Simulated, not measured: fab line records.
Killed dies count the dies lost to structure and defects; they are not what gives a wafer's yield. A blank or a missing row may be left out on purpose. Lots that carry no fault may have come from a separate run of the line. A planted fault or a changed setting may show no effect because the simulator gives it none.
Split-lot experiment	flow sfqLine	5 lots, 23 wafers read, on a route of 325 steps

THE SPLIT ITSELF
At SFQ_TRILAYER_I7_DEP_PECVD_183 (deposits SiO2 from SiH4/N2O, time 111.11 s, target thk 500 nm), the setting timeS was moved away from the recipe's 111.11 s on 10 of the 23 wafers read, by -6.5% to +13.5%. For the rest of the wafers, this setting stayed at what the recipe calls for.

Reading taken at the split's own step.

THE READING
SiO2_of_TRILAYER_I7_DEP_PECVD_183.thkNm (the simulator's own value, which no gauge read), in nm, at SFQ_TRILAYER_I7_DEP_PECVD_183 (deposits SiO2 from SiH4/N2O, time 111.11 s, target thk 500 nm). The file does not state a usual value for it. Average 497.4 nm, standard deviation 6.3 nm, over the 13 wafers here run with the recipe.

wafer	tool, chamber at the split	timeS as run, s	against the recipe	SiO2_of_TRILAYER_I7_DEP_PECVD_183.thkNm, nm	against lot-mates on the recipe
L075.1	pecvd-01, 2	111.11	recipe	490	-
L075.3	pecvd-01, 0	111.11	recipe	484.8	-
L075.6	pecvd-01, 1	111.11	recipe	505.7	-
L076.1	pecvd-04, 1	103.9	-6.5%	459	-35.6
L076.2	pecvd-04, 0	111.11	recipe	491.7	-
L076.3	pecvd-04, 2	111.11	recipe	494	-
L076.4	pecvd-04, 0	103.9	-6.5%	464.9	-29.7
L076.5	pecvd-04, 2	111.11	recipe	498	-
L079.1	pecvd-01, 0	111.11	recipe	496.4	-
L079.2	pecvd-01, 1	111.11	recipe	504.8	-
L079.4	pecvd-01, 0	126.1	+13.5%	575.5	+74.9
L079.5	pecvd-01, 2	126.1	+13.5%	566.9	+66.3
L079.6	pecvd-01, 1	126.1	+13.5%	579.5	+78.9
L082.1	pecvd-01, 2	105	-5.5%	458.6	-38.9
L082.3	pecvd-01, 1	111.11	recipe	499.8	-
L082.4	pecvd-01, 1	105	-5.5%	473.3	-24.2
L082.5	pecvd-01, 0	111.11	recipe	500.5	-
L082.6	pecvd-01, 2	111.11	recipe	492.3	-
L085.1	pecvd-03, 2	115.6	+4.0%	509.9	+5.9
L085.3	pecvd-03, 0	111.11	recipe	504.4	-
L085.4	pecvd-03, 1	115.6	+4.0%	532.1	+28.1
L085.5	pecvd-03, 0	115.6	+4.0%	529.4	+25.4
L085.6	pecvd-03, 2	111.11	recipe	503.7	-

FIT RESULTS
A straight line over all 23 wafers: SiO2_of_TRILAYER_I7_DEP_PECVD_183.thkNm changes by +5.69 nm for each +1% of timeS; r = +0.98; the points scatter about the line by 7.1 nm.
The same after taking each lot's own level away (the mean of its wafers on the recipe; 23 wafers): +5.39 nm for each +1%; r = +0.98; scatter 6.4 nm.
According to that fit, moving timeS by its largest amount changes the reading by 73 nm.
The lots' own levels span 493.50 to 504.05 nm, that is 1.7 times the standard deviation above.
So the lot-to-lot level changes the slope little: the two slopes agree.
Check: +71.7 nm against its lot-mates is what the line predicts for one of the wafers moved furthest among these (+13.5%) when that wafer is left out of the fit. Against them it came out at +74.9 nm.

OTHER SPLITS APPLIED TO THESE WAFERS
Note: prior to the reading, these wafers also went through further splits. Each is held against what the fit with the lots' levels taken away leaves over:
other split on the same wafers	wafers away from the commonest value	r with SiO2_of_TRILAYER_I7_DEP_PECVD_183.thkNm (lot level and that fit taken away)
SFQ_TRILAYER_M6_BARC_OPEN_METAL_ETCH_206 icpW	6	+0.25
SFQ_TRILAYER_I6_CMP_CMP_166 leaveAboveRefNm	9	-0.10
SFQ_TRILAYER_I6_VIA_LITHO_COAT_174 resistThkNm	5	+0.21
SFQ_TRILAYER_I6_VIA_BARC_OPEN_VIA_ETCH_235 sourceW	6	-0.13
SFQ_TRILAYER_M7_DEP_SPUTTER_175 timeS	8	+0.04
SFQ_TRILAYER_M7_ETCH_METAL_ETCH_180 icpW	9	+0.09

FILE'S OWN FIT
SiO2_of_TRILAYER_I7_DEP_PECVD_183.thkNm changes by +5.38 nm for each +1% of timeS, r = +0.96.
